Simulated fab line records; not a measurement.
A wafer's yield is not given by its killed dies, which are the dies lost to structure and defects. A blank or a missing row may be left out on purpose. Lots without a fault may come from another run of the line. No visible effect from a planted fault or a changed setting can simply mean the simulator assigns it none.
A single fault, viewed from 2 desks + flow gf180mcu + each desk has only its own numbers; what lay behind them comes last

== THE TOOL OWNER'S DESK: implanter-01 ==
For each lot that ran on this tool, the mean over its sampled wafers that have a number, from the tool's own readings at GF_DNWELL_IMPLANT_07. If a lot's mean is further than 4 standard deviations from the usual mean, the lot is out of limits and carries the mark OUT (the distance appears in the brackets).
Columns: A = beamEnergyKeV at GF_DNWELL_IMPLANT_07, usual 1499.9
| lot  | first seen here | A                        |
|------|-----------------|--------------------------|
| L858 | day 3 04:02     | 1500.7                   |
| L860 | day 3 14:20     | 1499.9                   |
| L863 | day 4 06:17     | 1499.7                   |
| L867 | day 5 05:23     | 1570.0 (+99 or more) OUT |
| L869 | day 5 13:41     | 1569.4 (+99 or more) OUT |
This desk finds L867, L869 out of limits, L867 being first, at day 5 05:23 (beamEnergyKeV at GF_DNWELL_IMPLANT_07). L858, L860, L863 stayed within limits.

== AT THE METROLOGY DESK ==
Lot by lot, what the gauges showed, no matter which tool ran the lot: averages of those sampled wafers that carry a number. If a lot's mean is further than 4 standard deviations from the usual mean, the lot is out of limits and carries the mark OUT (the distance appears in the brackets).
Columns: A = STI_OXIDATION_01_THK at GF_STI_THK_MEAS_22, usual 15.01 nm; B = STI_OXIDATION_02_THK at GF_STI_THK_MEAS_30, usual 10.02 nm; C = POLY_GATE_OXIDATION_THK at GF_POLY_GATE_THK_MEAS_17, usual 4.00 nm
| lot  | first seen here | A     | B     | C    |
|------|-----------------|-------|-------|------|
| L856 | day 2 04:57     | 14.81 | 9.80  | 4.01 |
| L857 | day 2 09:01     | 14.61 | 9.76  | 3.96 |
| L858 | day 2 12:49     | 14.85 | 10.16 | 3.85 |
| L859 | day 2 19:49     | 14.85 | 9.67  | 4.04 |
| L860 | day 2 23:40     | 14.66 | 10.06 | 3.96 |
| L861 | day 3 04:59     | 14.69 | 9.98  | 4.01 |
| L862 | day 3 10:43     | 15.36 | 10.00 | 4.10 |
| L863 | day 3 14:46     | 15.06 | 9.99  | 4.00 |
| L867 | day 4 13:23     | 15.40 | 10.18 | 3.95 |
| L869 | day 4 21:16     | 15.04 | 10.09 | 3.97 |
| L874 | day 6 00:44     | 15.03 | 10.15 | 3.95 |
| L875 | day 6 04:34     | 14.97 | 9.93  | 4.00 |
| L876 | day 6 09:19     | 15.18 | 10.09 | 4.08 |
| L879 | day 7 02:42     | 14.96 | 10.17 | 3.93 |
Result from this desk: across the 14 lots, nothing is out of limits.

== ALL TOGETHER ==
On L867, L869, at day 5 05:23, an alarm was possible from the tool owner's desk.
From the metrology desk's view, nothing was out of limits.
The metrology desk holds a record of L867, L869, inside its limits.
The lots listed all ran GF_DNWELL_IMPLANT_07 on implanter-01.

== WHAT THE SIMULATOR HAD INSERTED ==
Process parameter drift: implanter-01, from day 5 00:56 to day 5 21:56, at GF_DNWELL_IMPLANT_07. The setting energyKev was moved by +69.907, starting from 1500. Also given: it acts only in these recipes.
Shown lots that were struck: L867, L869.
How many hours passed from the start of the fault until each desk's first out-of-limits reading: the tool owner's desk, 4.
